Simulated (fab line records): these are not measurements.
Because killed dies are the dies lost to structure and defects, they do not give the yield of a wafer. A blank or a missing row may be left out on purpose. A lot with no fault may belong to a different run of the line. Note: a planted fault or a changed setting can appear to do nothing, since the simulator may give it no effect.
fab line records | flow sky130
record: lots: 6 | wafers: 18 | last-day: 50
route steps=708 shown VIA1@470
lots that met no fault: from a run of the same line without faults
start-h: start of the lot's first displayed wafer, in hours after the record's first day | wait-h: hours from the lot's prior step to this one | " same as the row above | L1.1+2: a row that stands for several wafers | - no value present, or no start provided | * or withheld: withheld | < > ~ a bound
route shown NAME@n: names a module that has steps shown in the file, with the first one's number in the route | usual: mean/standard deviation of fault-free wafers | same: alike in all rows | chamber/n: place in a boat | sites: the reading at each site | _std_site: how widely they spread, as a standard deviation | _edge_site: outer sites' mean less inner sites' | radius-mm: for every site, how far away it sits from the centre of the wafer | mask NAME#n: copy n | behind: the tool/chamber that last shaped the wafer | hold: what put the lot on hold/how long, in hours/how the hold closed | device: names the non-switching transistor (n, p or np) | end of line: at the end of the route, the tests of the same wafers | a step without rows: its recipe alone | killed: count of dies lost to structure and defects at first sort (not the wafer's yield) | map: per-die view of a wafer (x killed, . not killed, _ where there is no die)
set.NAME: setting as actually run; set.NAME@STEP: the setting as run at that earlier step | model.NAME: the simulator's own value behind a step, which no gauge read
lots seen at some steps along the route; tables by step, rows by wafer
services: when a tool's chamber went out of use (start-h, in hours from the record's first day, below 0 if earlier), for how many hours, and the reason
== steps ==
step: SKY_VIA1_CD_MEAS_12
recipe: target-cd-nm: 150
usual: cd-nm: 149.2/1.9
lot.wafer | tool      | chamber | start-h | wait-h | cd-nm
L735.2    | cd-sem-02 | -       | 832.81  | -      | 151.6
L735.3    | "         | -       | "       | "      | 150.0
L735.6    | "         | -       | "       | "      | 148.8
L741.1    | cd-sem-01 | -       | 885.77  | -      | 150.0
L741.2    | "         | -       | "       | "      | 150.6
L741.3    | "         | -       | "       | "      | 150.2
L747.1    | cd-sem-01 | -       | 935.76  | -      | 146.5
L747.2    | "         | -       | "       | "      | 148.5
L747.4    | "         | -       | "       | "      | 147.4
L748.1    | cd-sem-01 | -       | 937.43  | -      | 145.3
L748.4    | "         | -       | "       | "      | 146.3
L748.6    | "         | -       | "       | "      | 146.6
L750.2    | cd-sem-01 | -       | 956.62  | -      | 150.8
L750.3    | "         | -       | "       | "      | 148.7
L750.5    | "         | -       | "       | "      | 150.5
L752.3    | cd-sem-02 | -       | 963.99  | -      | 150.0
L752.5    | "         | -       | "       | "      | 150.0
L752.6    | "         | -       | "       | "      | 148.9
step: SKY_VIA1_OVL_MEAS_13
usual: VIA1_OVL: 3/5.8
lot.wafer | tool       | chamber | start-h | wait-h | VIA1_OVL[nm]
L735.2    | overlay-02 | -       | 832.91  | 0.1    | 5
L735.3    | "          | -       | "       | "      | 5
L735.6    | "          | -       | "       | "      | 4
L741.1    | overlay-01 | -       | 885.89  | 0.1    | 5
L741.2    | "          | -       | "       | "      | 2
L741.3    | "          | -       | "       | "      | 3
L747.1    | overlay-01 | -       | 935.88  | 0.1    | 7
L747.2    | "          | -       | "       | "      | -7
L747.4    | "          | -       | "       | "      | -6
L748.1    | overlay-01 | -       | 937.55  | 0.1    | 9
L748.4    | "          | -       | "       | "      | 11
L748.6    | "          | -       | "       | "      | 8
L750.2    | overlay-02 | -       | 956.73  | 0.1    | 10
L750.3    | "          | -       | "       | "      | 5
L750.5    | "          | -       | "       | "      | -1
L752.3    | overlay-02 | -       | 964.08  | 0.1    | -2
L752.5    | "          | -       | "       | "      | -7
L752.6    | "          | -       | "       | "      | 12
step: SKY_VIA1_ETCH_14
recipe: chemistry: N2/H2 | target: BARC | ion-energy-ev: 200 | source-w: 500 | bias-w: 100 | pressure-mtorr: 30 | n2-flow-sccm: 100 | h2-flow-sccm: 200 | stop-on: SiO2 | time-s: 45.9 | target-depth-a: 600
usual: drypump-motor-current-A: 5.6/0.39 | oes-product-au: 0.856/0.0047 | throttle-valve-pct: 13.226/0.0083
lot.wafer | tool        | chamber | start-h | wait-h | drypump-motor-current-A | oes-product-au | rf-hours-counter-h | throttle-valve-pct
L735.2    | rie-diel-01 | 3       | 832.94  | 0.0    | 5.7                     | 0.855          | 6                  | 13.243
L735.3    | "           | 1       | "       | "      | 4.9                     | 0.853          | 27                 | 13.225
L735.6    | "           | 0       | "       | "      | 5.2                     | 0.861          | -                  | 13.215
L741.1    | rie-diel-01 | 3       | 885.92  | 0.0    | 5.7                     | 0.855          | 8                  | 13.218
L741.2    | "           | 0       | "       | "      | 5.1                     | 0.858          | 23                 | 13.231
L741.3    | "           | 1       | "       | "      | 5.0                     | 0.851          | 1                  | 13.227
L747.1    | rie-diel-04 | 2       | 935.92  | 0.0    | 6.1                     | 0.853          | 11                 | 13.245
L747.2    | "           | 1       | "       | "      | 6.2                     | 0.855          | 25                 | 13.225
L747.4    | "           | 3       | "       | "      | 5.9                     | 0.847          | 13                 | 13.237
L748.1    | rie-diel-04 | 3       | 937.58  | 0.0    | 5.9                     | 0.857          | 13                 | 13.214
L748.4    | "           | 0       | "       | "      | 5.6                     | 0.857          | 18                 | 13.234
L748.6    | "           | 0       | "       | "      | 5.6                     | 0.853          | -                  | 13.222
L750.2    | rie-diel-04 | 0       | 956.76  | 0.0    | 5.5                     | 0.857          | 19                 | 13.226
L750.3    | "           | 1       | "       | "      | 6.2                     | 0.861          | 25                 | 13.223
L750.5    | "           | 3       | "       | "      | 5.9                     | 0.842          | -                  | 13.224
L752.3    | rie-diel-03 | 0       | 964.11  | 0.0    | 6.2                     | 0.859          | 14                 | 13.219
L752.5    | "           | 2       | "       | "      | 5.4                     | 0.850          | -                  | 13.232
L752.6    | "           | 3       | "       | "      | 5.4                     | 0.849          | -                  | 13.220
step: SKY_VIA1_ETCH_15
recipe: target: SiO2 | chemistry: C4F8/O2/Ar | target-depth-nm: 351 | stop-on: TiN | mask-material: KrF-thick | source-w: 1500 | bias-w: 1200 | pressure-mtorr: 40 | c4f8-flow-sccm: withheld | O2_flow_sccm: 6 | Ar_flow_sccm: 300 | time-s: 54
usual: oes-product-au: 0.981/0.0067
lot.wafer | tool        | chamber | start-h | wait-h | oes-product-au | rf-hours-counter-h
L735.2    | rie-diel-01 | 3       | 832.98  | 0.0    | 0.990          | 6
L735.3    | "           | 1       | "       | "      | 0.983          | 27
L735.6    | "           | 0       | "       | "      | 0.984          | -
L741.1    | rie-diel-01 | 3       | 885.97  | 0.0    | 0.988          | 8
L741.2    | "           | 0       | "       | "      | 0.980          | 23
L741.3    | "           | 1       | "       | "      | 0.975          | 1
L747.1    | rie-diel-04 | 2       | 935.96  | 0.0    | 0.964          | 11
L747.2    | "           | 1       | "       | "      | 0.993          | 25
L747.4    | "           | 3       | "       | "      | 0.973          | 13
L748.1    | rie-diel-04 | 3       | 937.62  | 0.0    | 0.975          | 13
L748.4    | "           | 0       | "       | "      | 0.983          | 19
L748.6    | "           | 0       | "       | "      | 0.979          | -
L750.2    | rie-diel-04 | 0       | 956.80  | 0.0    | 0.981          | 19
L750.3    | "           | 1       | "       | "      | 0.984          | 25
L750.5    | "           | 3       | "       | "      | 0.973          | -
L752.3    | rie-diel-03 | 0       | 964.15  | 0.0    | 0.974          | 14
L752.5    | "           | 2       | "       | "      | 0.972          | -
L752.6    | "           | 3       | "       | "      | 0.984          | -
step: SKY_VIA1_STRIP_16
recipe: chemistry: O2/N2 | power-w: 1400 | pressure-mtorr: 1500 | platen-temp-c: withheld | o2-flow-sccm: 3000 | n2-flow-sccm: 300 | overash-fraction: 0.5
usual: drypump-motor-current-A: 5.6/0.6 | o2-flow-sccm: 2999/9.5 | oes-product-au: 0.416/0.0047 | strip-time-to-endpoint-s: 4.470/0.026
lot.wafer | tool            | chamber | start-h | wait-h | drypump-motor-current-A | o2-flow-sccm | oes-product-au | rf-hours-counter-h | strip-time-to-endpoint-s
L735.2    | plasma-asher-03 | 1       | 833.03  | 0.0    | 6.2                     | 3004         | 0.416          | 102                | 4.466
L735.3    | "               | 0       | "       | "      | 5.7                     | 2992         | 0.409          | -                  | 4.495
L735.6    | "               | 1       | "       | "      | 6.2                     | 2996         | 0.414          | -                  | 4.466
L741.1    | plasma-asher-02 | 0       | 886.01  | 0.0    | 5.2                     | 2982         | 0.415          | 10                 | 4.470
L741.2    | "               | 1       | "       | "      | 5.0                     | 3007         | 0.417          | 10                 | 4.459
L741.3    | "               | 0       | "       | "      | 5.2                     | 2989         | 0.416          | -                  | 4.497
L747.1    | plasma-asher-04 | 0       | 936.01  | 0.0    | 6.4                     | 3007         | 0.416          | 55                 | 4.484
L747.2    | "               | 1       | "       | "      | 4.8                     | 3001         | 0.413          | 55                 | 4.476
L747.4    | "               | 1       | "       | "      | 4.9                     | 3000         | 0.416          | -                  | 4.487
L748.1    | plasma-asher-04 | 1       | 937.67  | 0.0    | 4.9                     | 3001         | 0.414          | 56                 | 4.462
L748.4    | "               | 1       | "       | "      | 4.9                     | 2997         | 0.413          | -                  | 4.463
L748.6    | "               | 1       | "       | "      | 4.9                     | 3010         | 0.417          | -                  | 4.468
L750.2    | plasma-asher-03 | 0       | 956.85  | 0.0    | 5.7                     | 2995         | 0.417          | 113                | 4.485
L750.3    | "               | 1       | "       | "      | 6.2                     | 3006         | 0.421          | -                  | 4.464
L750.5    | "               | 1       | "       | "      | 6.2                     | 3010         | 0.414          | -                  | 4.472
L752.3    | plasma-asher-03 | 0       | 964.23  | 0.1    | 5.7                     | 3009         | 0.414          | -                  | 4.433
L752.5    | "               | 1       | "       | "      | 6.2                     | 3015         | 0.423          | -                  | 4.494
L752.6    | "               | 0       | "       | "      | 5.6                     | 3008         | 0.417          | -                  | 4.424
step: SKY_VIA1_STRIP_17
recipe: chemistry: post-etch-residue-remover | time-s: 1200 | temp-c: 72.5
step: SKY_VIA1_CLEAN_18
recipe: chemistry: IPA | time-s: 180 | temp-c: 25
step: SKY_VIA1_CLEAN_19
recipe: chemistry: O3/DIW | dry: n2-spin
step: SKY_VIA1_SPUTTER_20
recipe: material: TiN | target-thk-nm: 20 | chamber-pressure-pa: 5 | power-w: 4000 | time-s: 80
usual: throttle-valve-pct: 30.4/0.74
lot.wafer | tool           | chamber | start-h | wait-h | throttle-valve-pct
L735.2    | pvd-sputter-02 | -       | 833.67  | 0.0    | 30.8
L735.3    | "              | -       | "       | "      | 31.6
L735.6    | "              | -       | "       | "      | 30.5
L741.1    | pvd-sputter-02 | -       | 886.65  | 0.0    | 31.2
L741.2    | "              | -       | "       | "      | 31.4
L741.3    | "              | -       | "       | "      | 30.3
L747.1    | pvd-sputter-03 | -       | 936.60  | 0.0    | 29.9
L747.2    | "              | -       | "       | "      | 30.1
L747.4    | "              | -       | "       | "      | 29.8
L748.1    | pvd-sputter-01 | -       | 938.30  | 0.0    | 31.1
L748.4    | "              | -       | "       | "      | 30.0
L748.6    | "              | -       | "       | "      | 31.4
L750.2    | pvd-sputter-03 | -       | 957.53  | 0.0    | 29.8
L750.3    | "              | -       | "       | "      | 29.5
L750.5    | "              | -       | "       | "      | 31.1
L752.3    | pvd-sputter-01 | -       | 964.85  | 0.0    | 29.9
L752.5    | "              | -       | "       | "      | 30.2
L752.6    | "              | -       | "       | "      | 31.2
step: SKY_VIA1_CVD_21
recipe: material: W | target-thk-nm: 270 | time-s: 80.902 | temp-c: 400 | pressure-torr: 40
usual: heater-power-w: 906/80
lot.wafer | tool     | chamber | start-h | wait-h | heater-power-w
L735.2    | cvd-w-01 | 0       | 833.73  | 0.0    | 857
L735.3    | "        | 1       | "       | "      | 943
L735.6    | "        | 0       | "       | "      | 847
L741.1    | cvd-w-01 | 1       | 886.71  | 0.0    | 920
L741.2    | "        | 0       | "       | "      | 845
L741.3    | "        | 1       | "       | "      | 911
L747.1    | cvd-w-01 | 0       | 936.66  | 0.0    | 751
L747.2    | "        | 1       | "       | "      | 977
L747.4    | "        | 0       | "       | "      | 727
L748.1    | cvd-w-01 | 1       | 938.36  | 0.0    | 967
L748.4    | "        | 1       | "       | "      | 955
L748.6    | "        | 1       | "       | "      | 990
L750.2    | cvd-w-02 | 1       | 957.59  | 0.0    | 936
L750.3    | "        | 0       | "       | "      | 1010
L750.5    | "        | 0       | "       | "      | 1019
L752.3    | cvd-w-01 | 1       | 964.94  | 0.1    | 973
L752.5    | "        | 1       | "       | "      | 977
L752.6    | "        | 0       | "       | "      | 774
step: SKY_VIA1_RS_MEAS_22
recipe: thk-meas-gauge: four-point-probe | reads: W_of_VIA1_CVD_21+TiN_of_VIA1_SPUTTER_20
usual: VIA1_W_RS: 0.425/0.0094
lot.wafer | tool          | chamber | start-h | wait-h | VIA1_W_RS[ohm/sq]
L735.2    | film-metro-02 | -       | 833.84  | 0.1    | 0.429
L735.3    | "             | -       | "       | "      | 0.429
L735.6    | "             | -       | "       | "      | 0.429
L741.1    | film-metro-03 | -       | 886.80  | 0.1    | 0.426
L741.2    | "             | -       | "       | "      | 0.422
L741.3    | "             | -       | "       | "      | 0.431
L747.1    | film-metro-03 | -       | 936.75  | 0.1    | 0.433
L747.2    | "             | -       | "       | "      | 0.438
L747.4    | "             | -       | "       | "      | 0.427
L748.1    | film-metro-03 | -       | 938.45  | 0.1    | 0.436
L748.4    | "             | -       | "       | "      | 0.435
L748.6    | "             | -       | "       | "      | 0.437
L750.2    | film-metro-03 | -       | 957.70  | 0.1    | 0.410
L750.3    | "             | -       | "       | "      | 0.432
L750.5    | "             | -       | "       | "      | 0.435
L752.3    | film-metro-02 | -       | 965.04  | 0.1    | 0.431
L752.5    | "             | -       | "       | "      | 0.433
L752.6    | "             | -       | "       | "      | 0.427
step: SKY_VIA1_THK_MEAS_23
recipe: thk-meas-gauge: xrf | reads: W_of_VIA1_CVD_21
usual: VIA1_W_THK: 276/6.3
lot.wafer | tool          | chamber | start-h | wait-h | VIA1_W_THK[nm]
L735.2    | film-metro-02 | -       | 833.95  | 0.1    | 274
L735.3    | "             | -       | "       | "      | 273
L735.6    | "             | -       | "       | "      | 273
L741.1    | film-metro-03 | -       | 886.92  | 0.1    | 276
L741.2    | "             | -       | "       | "      | 280
L741.3    | "             | -       | "       | "      | 274
L747.1    | film-metro-03 | -       | 936.87  | 0.1    | 272
L747.2    | "             | -       | "       | "      | 265
L747.4    | "             | -       | "       | "      | 274
L748.1    | film-metro-03 | -       | 938.57  | 0.1    | 268
L748.4    | "             | -       | "       | "      | 270
L748.6    | "             | -       | "       | "      | 268
L750.2    | film-metro-03 | -       | 957.81  | 0.1    | 283
L750.3    | "             | -       | "       | "      | 271
L750.5    | "             | -       | "       | "      | 269
L752.3    | film-metro-02 | -       | 965.14  | 0.1    | 272
L752.5    | "             | -       | "       | "      | 271
L752.6    | "             | -       | "       | "      | 273
step: SKY_VIA1_CMP_24
recipe: stop-on: SiO2 | t-overpolish-s: 15 | down-force-psi: 3.5 | platen-rpm: 60 | target-thk-nm: 0 | pad-velocity-m-s: 0.94248
usual: edge-zone-pressure-frac: 1.001/0.0048 | head-pressure-psi: 3.502/0.0075 | motor-current-A: 11.2/0.58 | overpolish-run-s: 15.000/0.0091 | t-overpolish-s: 15/0 | time-to-endpoint-s: 68/3.4
lot.wafer | tool   | chamber | start-h | wait-h | edge-zone-pressure-frac | head-pressure-psi | motor-current-A | overpolish-run-s | t-overpolish-s | time-to-endpoint-s | model.W_of_VIA1_CVD_21.thk-nm | model.SiO2_of_VIA1_HDPCVD_00.thk-nm
L735.2    | cmp-02 | 0       | 834.00  | 0.0    | 0.997                   | 3.497             | 11.1            | 15.013           | 15             | 68                 | 0                             | 342.1
L735.3    | "      | 3       | "       | "      | 0.999                   | 3.510             | 11.9            | 14.994           | 15             | 67                 | 0                             | 343.1
L735.6    | "      | 1       | "       | "      | 1.006                   | 3.489             | 11.2            | 14.995           | 15             | 69                 | 0                             | 342.7
L741.2    | cmp-01 | 1       | 886.98  | 0.0    | 0.997                   | 3.508             | 10.8            | 15.003           | 15             | 70                 | 0                             | 341.8
L741.3    | "      | 3       | "       | "      | 1.012                   | 3.509             | 11.6            | 15.002           | 15             | 61                 | 0                             | 344.7
L741.1    | "      | 0       | "       | "      | 1.003                   | 3.506             | 10.3            | 14.975           | 15             | 68                 | 0                             | 344.2
L747.1    | cmp-01 | 1       | 936.98  | 0.1    | -                       | -                 | -               | -                | -              | -                  | 266.7                         | 346.6
L747.4    | "      | 2       | "       | "      | -                       | -                 | -               | -                | -              | -                  | 269.9                         | 346.8
L747.2    | "      | 3       | "       | "      | -                       | -                 | -               | -                | -              | -                  | 263.7                         | 345.4
L748.1    | cmp-01 | 2       | 938.68  | 0.1    | -                       | -                 | -               | -                | -              | -                  | 264.8                         | 343.8
L748.4    | "      | 3       | "       | "      | -                       | -                 | -               | -                | -              | -                  | 265.3                         | 345
L748.6    | "      | 1       | "       | "      | -                       | -                 | -               | -                | -              | -                  | 263.8                         | 344.4
L750.3    | cmp-02 | 0       | 957.86  | 0.0    | 0.994                   | 3.498             | 11.3            | 15.014           | 15             | 66                 | 0                             | 342.9
L750.2    | "      | 2       | "       | "      | 1.005                   | 3.502             | 11.8            | 14.997           | 15             | 61                 | 0                             | 342.8
L750.5    | "      | 0       | "       | "      | 1.003                   | 3.494             | 10.8            | 14.994           | 15             | 66                 | 0                             | 343
L752.3    | cmp-02 | 3       | 965.18  | 0.0    | 1.005                   | 3.499             | 12.1            | 14.980           | 15             | 62                 | 0                             | 343
L752.5    | "      | 3       | "       | "      | 1.005                   | 3.498             | 11.7            | 15.007           | 15             | 61                 | 0                             | 341.7
L752.6    | "      | 0       | "       | "      | 0.994                   | 3.501             | 11.0            | 15.007           | 15             | 66                 | 0                             | 341.6
== services ==
tool            | chamber | start-h | hours | kind
plasma-asher-03 | -       | 813.62  | 2.5   | repair
cmp-01          | -       | 829.29  | 0.4   | repair
rie-diel-01     | 2       | 833.96  | 5.1   | repair
cmp-01          | -       | 840.09  | 3.4   | pm
rie-diel-03     | 1       | 846.47  | 28.8  | repair
plasma-asher-03 | -       | 848.58  | 3.2   | repair
rie-diel-04     | -       | 853.74  | 2.8   | pm
rie-diel-04     | 1       | 858.87  | 8.6   | repair
plasma-asher-03 | -       | 884.42  | 2.8   | pm
plasma-asher-04 | -       | 890.45  | 4.6   | repair
plasma-asher-03 | -       | 892.85  | 1.6   | repair
pvd-sputter-03  | -       | 901.64  | 2.2   | repair
pvd-sputter-02  | -       | 902.18  | 57.1  | repair
plasma-asher-03 | -       | 902.20  | 14.6  | pm
rie-diel-04     | -       | 903.56  | 0.3   | repair
cvd-w-01        | -       | 904.06  | 14.0  | pm
rie-diel-04     | 3       | 905.98  | 3.3   | repair
cmp-02          | -       | 912.26  | 4.0   | pm
cmp-01          | -       | 926.40  | 1.8   | repair
rie-diel-03     | 1       | 932.65  | 6.0   | repair
rie-diel-03     | 2       | 933.98  | 1.2   | repair
pvd-sputter-02  | -       | 949.78  | 5.9   | repair
cmp-01          | -       | 951.83  | 0.8   | repair
cmp-01          | -       | 958.23  | 2.0   | repair
== key ==
first-sign: step: SKY_VIA1_CMP_24 | reading: tool-record | direction: missing
effect none on later readings
model-effect: step: SKY_VIA1_CMP_24 | value: W_of_VIA1_CVD_21.thk-nm | without: 0 | struck: 265.7
met-at SKY_VIA1_CMP_24
struck-wafers L747.1,L747.2,L747.4,L748.1,L748.4,L748.6
later-rows-left-out L747.1,L747.2,L747.4,L748.1,L748.4,L748.6
sort-left-out L747.1,L747.2,L747.4,L748.1,L748.4,L748.6
onset-between 886.98 936.98
fault: kind: skipped-step-whole | tool: cmp-01 | chamber: - | onset-h: 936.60 | steps: SKY_VIA1_CMP_24 | scope: struck-lots-only
sort-left-out: the simulated sort isn't trusted on such a fault, so these wafers' sort isn't shown, and their yield isn't known
later-rows-left-out: the simulator's readings of these wafers behind a module that went badly wrong aren't trusted and aren't shown, but for the sort
